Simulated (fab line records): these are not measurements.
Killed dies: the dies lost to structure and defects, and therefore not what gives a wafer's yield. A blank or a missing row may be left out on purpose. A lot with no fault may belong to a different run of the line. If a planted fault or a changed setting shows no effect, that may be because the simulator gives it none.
Check for tools in common :: flow sky130 :: Lots sampled 11, wafers sampled 33

## THE REASON FOR OPENING IT
2 of 11 lots carry a flag on the reading SONOS_ONO_OXIDATION_THK at SKY_SONOS_ONO_THK_MEAS_01. No-fault wafers: 2.61 nm, standard deviation 0.055.
Rule: flag the lot when none of its wafers has a number, or when each of its wafers that has one lies beyond 4 standard deviations from that mean. As for the other lots, they are considered sound.

lot: L496
measured: day 11 15:40
on: filmMetro-04
SONOS_ONO_OXIDATION_THK (nm), wafer by wafer: 2.59 2.54 2.65
flag: 

lot: L499
measured: day 12 09:55
on: filmMetro-03
SONOS_ONO_OXIDATION_THK (nm), wafer by wafer: 2.50 2.56 2.56
flag: 

lot: L502
measured: day 13 07:37
on: filmMetro-04
SONOS_ONO_OXIDATION_THK (nm), wafer by wafer: 2.57 2.60 2.52
flag: 

lot: L503
measured: day 13 18:17
on: filmMetro-03
SONOS_ONO_OXIDATION_THK (nm), wafer by wafer: 1.88 1.90 1.88
flag: FLAGGED

lot: L504
measured: day 14 02:19
on: filmMetro-04
SONOS_ONO_OXIDATION_THK (nm), wafer by wafer: 1.79 1.80 1.82
flag: FLAGGED

lot: L513
measured: day 17 11:14
on: filmMetro-04
SONOS_ONO_OXIDATION_THK (nm), wafer by wafer: 2.62 2.61 2.62
flag: 

lot: L515
measured: day 18 02:33
on: filmMetro-01
SONOS_ONO_OXIDATION_THK (nm), wafer by wafer: 2.68 2.60 2.60
flag: 

lot: L514
measured: day 18 02:34
on: filmMetro-03
SONOS_ONO_OXIDATION_THK (nm), wafer by wafer: 2.62 2.56 2.56
flag: 

lot: L517
measured: day 18 16:16
on: filmMetro-01
SONOS_ONO_OXIDATION_THK (nm), wafer by wafer: 2.72 2.67 2.70
flag: 

lot: L519
measured: day 19 00:28
on: filmMetro-04
SONOS_ONO_OXIDATION_THK (nm), wafer by wafer: 2.69 2.67 2.65
flag: 

lot: L518
measured: day 19 00:28
on: filmMetro-01
SONOS_ONO_OXIDATION_THK (nm), wafer by wafer: 2.71 2.59 2.57
flag: 
On average the flagged lots' numbers are 1.84 nm, which is -0.76 nm against the usual, or -14 standard deviations.

## EACH LOT AND THE TOOL IT RAN ON
The record holds 2 process steps before the reading, out of a route of 708 steps. Read each cell as the tool, then ch plus the chambers that the sampled wafers visited, then the start.
lot: L496
flag: 
SKY_VT_ADJUST_PCH_STRIP_09: plasmaAsher-02 ch 1, day 10 12:44
SKY_SONOS_ONO_OXIDATION_00: furnace-02 ch 0, day 11 14:19

lot: L499
flag: 
SKY_VT_ADJUST_PCH_STRIP_09: plasmaAsher-02 ch 0,1, day 11 08:17
SKY_SONOS_ONO_OXIDATION_00: furnace-02 ch 0, day 12 08:33

lot: L502
flag: 
SKY_VT_ADJUST_PCH_STRIP_09: plasmaAsher-02 ch 0,1, day 12 04:40
SKY_SONOS_ONO_OXIDATION_00: furnace-01 ch 0, day 13 06:16

lot: L503
flag: FLAGGED
SKY_VT_ADJUST_PCH_STRIP_09: plasmaAsher-01 ch 0,1, day 12 14:05
SKY_SONOS_ONO_OXIDATION_00: furnace-01 ch 0, day 13 16:56

lot: L504
flag: FLAGGED
SKY_VT_ADJUST_PCH_STRIP_09: plasmaAsher-01 ch 0,1, day 12 21:49
SKY_SONOS_ONO_OXIDATION_00: furnace-01 ch 0, day 14 00:58

lot: L513
flag: 
SKY_VT_ADJUST_PCH_STRIP_09: plasmaAsher-04 ch 0,1, day 16 03:38
SKY_SONOS_ONO_OXIDATION_00: furnace-02 ch 0, day 17 09:54

lot: L515
flag: 
SKY_VT_ADJUST_PCH_STRIP_09: plasmaAsher-02 ch 0,1, day 16 15:32
SKY_SONOS_ONO_OXIDATION_00: furnace-02 ch 0, day 18 01:12

lot: L514
flag: 
SKY_VT_ADJUST_PCH_STRIP_09: plasmaAsher-02 ch 0,1, day 16 12:19
SKY_SONOS_ONO_OXIDATION_00: furnace-02 ch 0, day 18 01:12

lot: L517
flag: 
SKY_VT_ADJUST_PCH_STRIP_09: plasmaAsher-01 ch 0,1, day 17 02:30
SKY_SONOS_ONO_OXIDATION_00: furnace-01 ch 0, day 18 14:55

lot: L519
flag: 
SKY_VT_ADJUST_PCH_STRIP_09: plasmaAsher-04 ch 0, day 17 16:20
SKY_SONOS_ONO_OXIDATION_00: furnace-01 ch 0, day 18 23:07

lot: L518
flag: 
SKY_VT_ADJUST_PCH_STRIP_09: plasmaAsher-02 ch 0,1, day 17 12:07
SKY_SONOS_ONO_OXIDATION_00: furnace-01 ch 0, day 18 23:07
What is done by these steps:
- SKY_VT_ADJUST_PCH_STRIP_09: strips in O2/N2.
- SKY_SONOS_ONO_OXIDATION_00: stabilise 600 s, purge 300 s, target thk 2.6 nm.
- SKY_SONOS_ONO_THK_MEAS_01

## FLAGGED AGAINST TOTAL, ONE TOOL AT A TIME (gauges that did the reading follow at the end)
step: SKY_VT_ADJUST_PCH_STRIP_09
tool: plasmaAsher-01
lots run: 3
flagged: 2
share of the flagged lots: all
sound lots run after its first flagged lot: 1 (L517)

step: SKY_VT_ADJUST_PCH_STRIP_09
tool: plasmaAsher-02
lots run: 6
flagged: 0
share of the flagged lots: none
sound lots run after its first flagged lot: -

step: SKY_VT_ADJUST_PCH_STRIP_09
tool: plasmaAsher-04
lots run: 2
flagged: 0
share of the flagged lots: none
sound lots run after its first flagged lot: -

step: SKY_SONOS_ONO_OXIDATION_00
tool: furnace-01
lots run: 6
flagged: 2
share of the flagged lots: all
sound lots run after its first flagged lot: 3 (L517,L518,L519)

step: SKY_SONOS_ONO_OXIDATION_00
tool: furnace-02
lots run: 5
flagged: 0
share of the flagged lots: none
sound lots run after its first flagged lot: -

step: SKY_SONOS_ONO_THK_MEAS_01
tool: filmMetro-01
lots run: 3
flagged: 0
share of the flagged lots: none
sound lots run after its first flagged lot: -

step: SKY_SONOS_ONO_THK_MEAS_01
tool: filmMetro-03
lots run: 3
flagged: 1
share of the flagged lots: some
sound lots run after its first flagged lot: 1 (L514)

step: SKY_SONOS_ONO_THK_MEAS_01
tool: filmMetro-04
lots run: 5
flagged: 1
share of the flagged lots: some
sound lots run after its first flagged lot: 2 (L513,L519)

## THE TABLE: WHAT IT ALLOWS
plasmaAsher-01 at SKY_VT_ADJUST_PCH_STRIP_09 and furnace-01 at SKY_SONOS_ONO_OXIDATION_00 are the 2 rows of the table that ran each flagged lot.
- plasmaAsher-01 at SKY_VT_ADJUST_PCH_STRIP_09 ran 3 lots, 2 of them flagged. After the first flagged lot (L517), sound lots still ran on it; a lasting fault on the whole tool would not permit that.
- furnace-01 at SKY_SONOS_ONO_OXIDATION_00 ran 6 lots, 2 of them flagged. After the first flagged lot (L517, L518, L519), sound lots still ran on it; a lasting fault on the whole tool would not permit that. Its own readings lie more than 4 standard deviations out on every wafer of the flagged lots: spikeTcBottomC, spikeTcCentreC, spikeTcLowerC, spikeTcTopC, spikeTcUpperC, tubeCenterTempC, tube_center_temp_C_max.
None of the table's rows ran every flagged lot and, after the first, no sound lot.

## WHAT THE SIMULATOR PUT IN
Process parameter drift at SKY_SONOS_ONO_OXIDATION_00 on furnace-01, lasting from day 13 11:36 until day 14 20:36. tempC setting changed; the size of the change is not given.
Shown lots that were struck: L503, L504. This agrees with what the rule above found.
